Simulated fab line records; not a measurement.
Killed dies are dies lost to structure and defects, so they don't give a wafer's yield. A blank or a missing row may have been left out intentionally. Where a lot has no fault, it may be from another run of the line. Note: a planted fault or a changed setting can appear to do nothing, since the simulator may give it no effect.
Comparing a struck lot with a sound one / flow sky130 / 37 steps out of a route of 708
Sound: these wafers, L958.2, L958.3, L958.5. Wafers L964.2, L964.4, L964.6 were the ones struck. Last of all comes the cause.
Each step with rows lists, per side, the tool, then ch with its chambers, then its first start. Under that, the readings that differ: sound wafers / struck wafers / difference of the means / sigmas: that difference in standard deviations of wafers without a fault.
alike: same words and numbers on both sides, and readings whose means sit less than 2 such deviations apart. not compared: any withheld reading, any reading some wafer has no value for, any bound like >300 that may hide the same value, and any number with overlapping values for which the record gives no deviation.
A row with sigmas, a row that says differs or no value, or rows on one side alone: a step with any of these is where the two part. When numbers do not overlap yet have no deviation, they are printed without sigmas and do not part them. A reading that every wafer of one side lacks parts them only if that side has two wafers or more.

first, 10 steps without rows for these wafers: SKY_VIA2_ETCH_15 (etches SiO2 in C4F8/O2/Ar, stops on TiN, target depth 546 nm, time 84 s); SKY_VIA2_STRIP_16 (strips in O2/N2); SKY_VIA2_STRIP_17 (strips in post etch residue remover, time 1200 s); SKY_VIA2_CLEAN_18 (cleans in IPA, time 180 s); SKY_VIA2_CLEAN_19 (cleans in O3/DIW); SKY_VIA2_SPUTTER_20 (material TiN, target thk 20 nm, time 80 s); SKY_VIA2_CVD_21 (deposits W, target thk 420 nm, time 126.4 s); SKY_VIA2_CMP_24 (polishes, stops on SiO2, t overpolish 20 s, target thk 0 nm); SKY_METAL3_SPUTTER_00 (material Ti, target thk 15 nm, time 10 s); SKY_METAL3_SPUTTER_01 (material TiN, target thk 20 nm, time 16.7 s).
SKY_METAL3_SPUTTER_02: material AlCu, target thk 735 nm, time 39.1 s.
  sound on pvd-sputter-02 at day 39 06:01; struck on pvd-sputter-02 at day 41 09:36
reading=model.AlCu_of_METAL3_SPUTTER_02.thk-nm (nm); sound=727.2 730.4 737.6; struck=1403 1391 1404; difference=+668; sigmas=
  alike: cathode-dc-power-W, throttle-valve-pct
then, 24 steps without rows for these wafers: SKY_METAL3_SPUTTER_03 (material Ti, target thk 5 nm, time 3.3 s); SKY_METAL3_SPUTTER_04 (material TiN, target thk 70 nm, time 58.3 s); SKY_CAPM_CVD_00 (deposits SiO2, target thk 15.5 nm); SKY_CAPM_SPUTTER_02 (material TiN, target thk 200 nm, time 172.9 s); SKY_CAPM_DEHYDRATE_05 (time 60 s); SKY_CAPM_HMDS_06 (prime time 60 s); SKY_CAPM_COAT_07 (resist thk 1140 nm); SKY_CAPM_SOFTBAKE_08 (time 60 s); SKY_CAPM_EXPOSE_09 (exposes mask CAPM, target cd 1000 nm); SKY_CAPM_PEB_10; SKY_CAPM_DEVELOP_11 (develop time 60 s); SKY_CAPM_METAL_ETCH_13 (etches TiN in Cl2/BCl3, stops on SiO2, target depth 220 nm, time 62.9 s); SKY_CAPM_STRIP_14 (strips in O2/N2); SKY_CAPM_STRIP_15 (strips in post etch residue remover, time 1200 s); SKY_CAPM_CLEAN_16 (cleans in IPA, time 180 s); SKY_CAPM_CLEAN_17 (cleans in O3/DIW); SKY_METAL3_DEHYDRATE_05 (time 60 s); SKY_METAL3_HMDS_06 (prime time 60 s); SKY_METAL3_COAT_07 (resist thk 60 nm); SKY_METAL3_COAT_08 (resist thk 1140 nm); SKY_METAL3_SOFTBAKE_09 (time 90 s); SKY_METAL3_EXPOSE_10 (exposes mask MM3, target cd 300 nm); SKY_METAL3_PEB_11; SKY_METAL3_DEVELOP_12 (develop time 60 s).
-- the record jumps here: 2 days lie between the struck wafers' starts before and after --
SKY_METAL3_METAL_ETCH_18: etches the open film in Cl2/BCl3, stops on SiO2, target depth 845 nm, time 183.1 s.
  sound on rie-metal-03 ch 0,1, day 41 08:04; struck on rie-metal-04 ch 0,1, day 43 10:12
reading=oes-product-au (a.u.); sound=0.859 0.863 0.867; struck=0.992 1.019 1.019; difference=+0.147; sigmas=+23
  alike: drypump-motor-current-A, he-backside-leak-sccm, throttle-valve-pct
  not compared: rf-hours-counter-h
-- the record jumps here: 6 days lie between the struck wafers' starts before and after (it left off in module METAL3 and takes up again in module PAD_OPEN, whose first step shown is number 708 of the route) --
SKY_PAD_OPEN_PROBE_99:
  record: rows for the struck wafers here (prober-02, day 49 19:08), none for the sound ones

== WHERE THEY PART ==
At SKY_METAL3_METAL_ETCH_18 first; at SKY_PAD_OPEN_PROBE_99 last (within this record only).

WHY: what the simulator had put in
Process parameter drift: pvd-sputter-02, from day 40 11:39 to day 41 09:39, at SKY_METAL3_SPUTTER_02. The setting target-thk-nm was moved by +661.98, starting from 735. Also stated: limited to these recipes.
